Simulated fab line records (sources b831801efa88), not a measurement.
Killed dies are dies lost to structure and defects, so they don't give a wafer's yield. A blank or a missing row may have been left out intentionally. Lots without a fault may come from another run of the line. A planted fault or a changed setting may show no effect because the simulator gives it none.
Comparing a struck lot with a sound one ; flow sky130 ; 36 out of 708 route steps
Sound: the wafers L403.1, L403.4, L403.5. The struck wafers were L408.4, L408.5, L408.6. At the end, the cause is stated.
At each step with rows: each side's tool, then ch and its chambers, then its first start. Under that, the readings that differ: sound wafers ; struck wafers ; difference of the means ; sigmas: that difference in standard deviations of wafers without a fault.
alike: same words and numbers on both sides, and readings whose means sit less than 2 such deviations apart. not compared: any withheld reading, any reading some wafer has no value for, any bound like >300 that may hide the same value, and any number with overlapping values for which the record gives no deviation.
Wherever a step has rows on one side only, a row that says differs or no value, or a row with sigmas, the two part there. Non-overlapping numbers with no deviation appear without sigmas and do not part them. Lack of a reading on every wafer of one side parts them only where that side has two or more wafers.

first, 10 steps without rows for these wafers: SKY_METAL4_PEB_11; SKY_METAL4_DEVELOP_12 (develop time 60 s); SKY_METAL4_DESCUM_15 (chemistry O2, time 8 s); SKY_METAL4_ETCH_16 (etches BARC in N2/H2, stops on SiO2, time 88.2 s, target depth 60 nm); SKY_METAL4_ETCH_17 (etches SiO2 in C4F8/O2/Ar, stops on TiN, time 3.9 s, target depth 15 nm); SKY_METAL4_METAL_ETCH_18 (etches the open film in Cl2/BCl3, stops on SiO2, target depth 845 nm, time 183.1 s); SKY_METAL4_STRIP_19 (strips in O2/N2); SKY_METAL4_STRIP_20 (strips in post etch residue remover, time 1200 s); SKY_METAL4_CLEAN_21 (cleans in IPA, time 180 s); SKY_METAL4_CLEAN_22 (cleans in O3/DIW).
SKY_VIA4_HDPCVD_00: deposits SiO2, target thk 1750 nm, time 300.4 s.
  sound on hdpcvd-02 ch 1,2, day 44 18:08; struck on hdpcvd-02 ch 0,1,2, day 46 10:57
reading;sound;struck;difference;sigmas
model.SiO2_of_VIA4_HDPCVD_00.thkNm (nm);1804 1803 1794;577.7 608.4 556.2;-1219.6;
SKY_VIA4_THK_MEAS_01:
  sound: filmMetro-04 at day 44 18:19; struck: filmMetro-04 at day 46 11:04
reading;sound;struck;difference;sigmas
VIA4_HDPCVD_THK (nm);1804 1805 1795;578 609 556;-1220;-72
then, 8 steps without rows for these wafers: SKY_VIA4_CMP_02 (polishes SiO2); SKY_VIA4_DEHYDRATE_04 (time 60 s); SKY_VIA4_HMDS_05 (prime time 60 s); SKY_VIA4_COAT_06 (resist thk 1140 nm); SKY_VIA4_SOFTBAKE_07 (time 60 s); SKY_VIA4_EXPOSE_08 (exposes mask VIM4, target cd 800 nm); SKY_VIA4_PEB_09; SKY_VIA4_DEVELOP_10 (develop time 60 s).
SKY_VIA4_ETCH_12: etches SiO2 in C4F8/O2/Ar, stops on TiN, target depth 580 nm.
  sound on rieDiel-02 ch 1,2, day 45 15:26; struck on rieDiel-03 ch 1,2,3, day 47 08:22
  alike: oesProductAu
  not compared: model.VIA4.featureDepthNm, model.etch.depthNm
then, 13 steps without rows for these wafers: SKY_VIA4_STRIP_13 (strips in O2/N2); SKY_VIA4_STRIP_14 (strips in post etch residue remover, time 1200 s); SKY_VIA4_CLEAN_15 (cleans in IPA, time 180 s); SKY_VIA4_CLEAN_16 (cleans in O3/DIW); SKY_VIA4_SPUTTER_17 (material TiN, target thk 20 nm, time 80 s); SKY_VIA4_CVD_18 (deposits W, target thk 505 nm, time 152.14 s); SKY_VIA4_CMP_21 (polishes, stops on SiO2, t overpolish 25 s, target thk 0 nm); SKY_METAL5_SPUTTER_00 (material Ti, target thk 15 nm, time 10 s); SKY_METAL5_SPUTTER_01 (material TiN, target thk 20 nm, time 16.7 s); SKY_METAL5_SPUTTER_02 (material AlCu, target thk 1150 nm, time 61.2 s); SKY_METAL5_SPUTTER_03 (material Ti, target thk 5 nm, time 3.3 s); SKY_METAL5_SPUTTER_04 (material TiN, target thk 70 nm, time 58.3 s); SKY_METAL5_DEHYDRATE_07 (time 60 s).
SKY_METAL5_METAL_ETCH_15: etches the open film in Cl2/BCl3, stops on SiO2, target depth 1260 nm, time 252 s.
  sound on rieMetal-04 ch 0, day 46 13:44; struck on rieMetal-03 ch 0,1, day 48 05:09
  alike: drypumpMotorCurrentA, oesProductAu, throttleValvePct
  not compared: rfHoursCounterH, model.SiO2_of_VIA4_HDPCVD_00.thkNm
SKY_PAD_OPEN_PROBE_99:
  sound: prober-02 at day 48 08:51; struck: prober-01 at day 49 21:53
reading;sound;struck;difference;sigmas
model.etest.tester.sortNPass;399 428 409;216 242 258;-173;
model.etest.tester.sort_bin_3_pct (%);1.22 1.423 0.813;41.26 36.38 35.57;+36.58;
model.etest.tester.sortYieldPct (%);81.1 86.99 83.13;43.9 49.19 52.44;-35.2;
model.etest.met5Comb.leakLog10AUm;-11.88 -12 -12.02;-6.979 -7.082 -7.141;+4.899;
model.etest.tester.sort_bin_8_pct (%);0 0 0;2.411e-08 2.379e-06 3.396e-08;+8.124e-07;
  alike: defectLimitedYield, killed_at_M0_to_M3, killed_at_M4_up, killedAtContacts, killedAtFrontEnd, killedAtOther, killedDies, killedOnRim, killedOpen, killedShort, model.etest.tester.sort_bin_4_pct

WHERE THEY PART
Only at SKY_VIA4_THK_MEAS_01, as far as this record shows. Later steps at which nothing parts them and some readings are alike: SKY_VIA4_ETCH_12, SKY_METAL5_METAL_ETCH_15, SKY_PAD_OPEN_PROBE_99.

WHY: whatever the simulator had introduced
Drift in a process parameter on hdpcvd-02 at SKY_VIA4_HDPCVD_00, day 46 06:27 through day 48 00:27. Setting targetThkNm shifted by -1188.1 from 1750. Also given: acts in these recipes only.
